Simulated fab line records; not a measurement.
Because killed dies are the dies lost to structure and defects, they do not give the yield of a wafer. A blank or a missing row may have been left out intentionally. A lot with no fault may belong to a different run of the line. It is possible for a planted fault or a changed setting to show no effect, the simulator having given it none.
Which tool was responsible? :: flow sky130 :: 15 lots with 42 wafers sampled at 4 steps, on a route of 708 steps

WHAT THE GAUGES READ, wafer by wafer
SKY_LDD_P_CD_MEAS_07: the cd target is 380 nm.
lot: L210
measured: day 19 23:16
on: cd-sem-01
cd-nm (nm): 376.8 377.9 377.0

lot: L212
measured: day 20 10:28
on: cd-sem-01
cd-nm (nm): 379.3 380.9 378.6

lot: L211
measured: day 20 12:56
on: cd-sem-01
cd-nm (nm): 378.9 379.9 380.7

lot: L213
measured: day 20 18:49
on: cd-sem-02
cd-nm (nm): 380.8 379.4 381.3

lot: L217
measured: day 22 05:02
on: cd-sem-02
cd-nm (nm): - 374.7

lot: L219
measured: day 23 02:27
on: cd-sem-02
cd-nm (nm): - 379.7

lot: L220
measured: day 23 06:14
on: cd-sem-01
cd-nm (nm): - 380.7

lot: L223
measured: day 24 04:28
on: cd-sem-02
cd-nm (nm): 378.9 380.5 381.3

lot: L225
measured: day 24 20:37
on: cd-sem-01
cd-nm (nm): 375.3 375.2 376.6

lot: L227
measured: day 25 17:49
on: cd-sem-01
cd-nm (nm): 383.4 383.5 383.8

lot: L228
measured: day 25 20:55
on: cd-sem-01
cd-nm (nm): 383.6 380.9 382.9

lot: L229
measured: day 26 06:50
on: cd-sem-01
cd-nm (nm): 380.7 381.5 378.8

lot: L230
measured: day 26 19:59
on: cd-sem-01
cd-nm (nm): 380.7 378.3 377.5

lot: L231
measured: day 26 23:29
on: cd-sem-01
cd-nm (nm): 378.9 381.1 378.9

lot: L232
measured: day 27 01:52
on: cd-sem-01
cd-nm (nm): 381.3 383.5 383.7

SKY_LDD_P_OVL_MEAS_08.
lot: L210
measured: day 19 23:22
on: overlay-01
LDD_P_OVL (nm): 0.4 -0.7 2.2

lot: L212
measured: day 20 10:34
on: overlay-02
LDD_P_OVL (nm): -1.4 -0.4 -2.6

lot: L211
measured: day 20 13:02
on: overlay-02
LDD_P_OVL (nm): 1.1 -0.7 -0.5

lot: L213
measured: day 20 18:56
on: overlay-01
LDD_P_OVL (nm): -0.8 -1.0 -0.8

lot: L217
measured: day 22 05:10
on: overlay-01
LDD_P_OVL (nm): - 0.7

lot: L219
measured: day 23 02:32
on: overlay-02
LDD_P_OVL (nm): - 1.6

lot: L220
measured: day 23 06:22
on: overlay-01
LDD_P_OVL (nm): - -1.7

lot: L223
measured: day 24 04:35
on: overlay-01
LDD_P_OVL (nm): -0.8 0.2 -0.7

lot: L225
measured: day 24 20:44
on: overlay-01
LDD_P_OVL (nm): 2.1 3.6 1.6

lot: L227
measured: day 25 17:56
on: overlay-01
LDD_P_OVL (nm): 0.1 -1.1 -0.5

lot: L228
measured: day 25 21:01
on: overlay-02
LDD_P_OVL (nm): 1.1 1.7 0.8

lot: L229
measured: day 26 06:58
on: overlay-02
LDD_P_OVL (nm): 0.8 0.2 0.0

lot: L230
measured: day 26 20:06
on: overlay-01
LDD_P_OVL (nm): 1.1 -2.8 -1.3

lot: L231
measured: day 26 23:37
on: overlay-01
LDD_P_OVL (nm): -0.9 0.5 0.6

lot: L232
measured: day 27 01:58
on: overlay-01
LDD_P_OVL (nm): -1.1 -1.5 -0.1

SKY_LDD_P_TW_MEAS_11.
lot: L210
measured: day 19 23:40
on: film-metro-03
LDD_P_TW: 626 628 622

lot: L212
measured: day 20 10:52
on: film-metro-01
LDD_P_TW: 625 625 623

lot: L211
measured: day 20 13:19
on: film-metro-02
LDD_P_TW: 639 639 639

lot: L213
measured: day 20 19:14
on: film-metro-02
LDD_P_TW: 640 641 640

lot: L217
measured: day 22 05:27
on: film-metro-01
LDD_P_TW: 29 621

lot: L219
measured: day 23 02:50
on: film-metro-02
LDD_P_TW: 30 635

lot: L220
measured: day 23 06:39
on: film-metro-02
LDD_P_TW: 30 639

lot: L223
measured: day 24 04:52
on: film-metro-03
LDD_P_TW: 633 631 628

lot: L225
measured: day 24 21:02
on: film-metro-03
LDD_P_TW: 630 630 628

lot: L227
measured: day 25 18:13
on: film-metro-03
LDD_P_TW: 629 630 628

lot: L228
measured: day 25 21:18
on: film-metro-02
LDD_P_TW: 639 636 638

lot: L229
measured: day 26 07:15
on: film-metro-02
LDD_P_TW: 643 637 642

lot: L230
measured: day 26 20:23
on: film-metro-03
LDD_P_TW: 632 633 630

lot: L231
measured: day 26 23:54
on: film-metro-03
LDD_P_TW: 627 624 629

lot: L232
measured: day 27 02:16
on: film-metro-03
LDD_P_TW: 626 631 628

WHICH TOOL RAN EACH LOT (tool, then ch and the chambers of the sampled wafers, then the start)
lot: L210
SKY_LDD_P_DEVELOP_06: litho-track-01 ch 0, day 19 23:07

lot: L212
SKY_LDD_P_DEVELOP_06: litho-track-01 ch 0, day 20 10:19

lot: L211
SKY_LDD_P_DEVELOP_06: litho-track-02 ch 0, day 20 12:47

lot: L213
SKY_LDD_P_DEVELOP_06: litho-track-04 ch 0, day 20 18:40

lot: L217
SKY_LDD_P_DEVELOP_06: litho-track-01 ch 0, day 22 04:53

lot: L219
SKY_LDD_P_DEVELOP_06: litho-track-01 ch 0, day 23 02:19

lot: L220
SKY_LDD_P_DEVELOP_06: litho-track-01 ch 0, day 23 06:05

lot: L223
SKY_LDD_P_DEVELOP_06: litho-track-02 ch 0, day 24 04:19

lot: L225
SKY_LDD_P_DEVELOP_06: litho-track-04 ch 0, day 24 20:28

lot: L227
SKY_LDD_P_DEVELOP_06: litho-track-02 ch 0, day 25 17:39

lot: L228
SKY_LDD_P_DEVELOP_06: litho-track-04 ch 0, day 25 20:46

lot: L229
SKY_LDD_P_DEVELOP_06: litho-track-01 ch 0, day 26 06:41

lot: L230
SKY_LDD_P_DEVELOP_06: litho-track-01 ch 0, day 26 19:49

lot: L231
SKY_LDD_P_DEVELOP_06: litho-track-01 ch 0, day 26 23:20

lot: L232
SKY_LDD_P_DEVELOP_06: litho-track-01 ch 0, day 27 01:43
- SKY_LDD_P_DEVELOP_06: develop time 60 s.

AS READ BY THE TOOLS THEMSELVES (means over the sampled wafers that have a number; for cases with no such wafer, the mark the record gives instead)
The record holds no such reading with a usual standard deviation.

THE ANSWER, worked out from the rows above alone
Rule: the usual values come from the lots themselves. The widest of any qualifying gaps counts: lots, ordered by their means at a reading, are off when they make up no more than a third of the lots, leave a main group of 4 or more, and stand apart from it by 3 or more times the standard deviation of that group's means. The tables above print the reading to a certain number of digits; a main group whose means all agree to those digits is not used. Also off: a lot with no number at a reading for which 4 or more lots have one. Where the step has rows for the other lots, those lots are counted as sound. After the gauges, taken in route order, come the tools' own readings; for these a lot's mean is taken, as printed above. At the first step where some lot is off, the reading lying furthest off is the one used; lots without a number count as furthest.
Off: L217, L219, L220, at SKY_LDD_P_TW_MEAS_11 (LDD_P_TW). Mean 632 and standard deviation 5.7 in the main group.
If a tool, at a process step before that reading, ran all the lots that are off and no sound lot after the first of them, it fits. The gauges at SKY_LDD_P_TW_MEAS_11 are tried like those tools. Of those tried, none fits.

WHAT HAD BEEN PUT IN BY THE SIMULATOR
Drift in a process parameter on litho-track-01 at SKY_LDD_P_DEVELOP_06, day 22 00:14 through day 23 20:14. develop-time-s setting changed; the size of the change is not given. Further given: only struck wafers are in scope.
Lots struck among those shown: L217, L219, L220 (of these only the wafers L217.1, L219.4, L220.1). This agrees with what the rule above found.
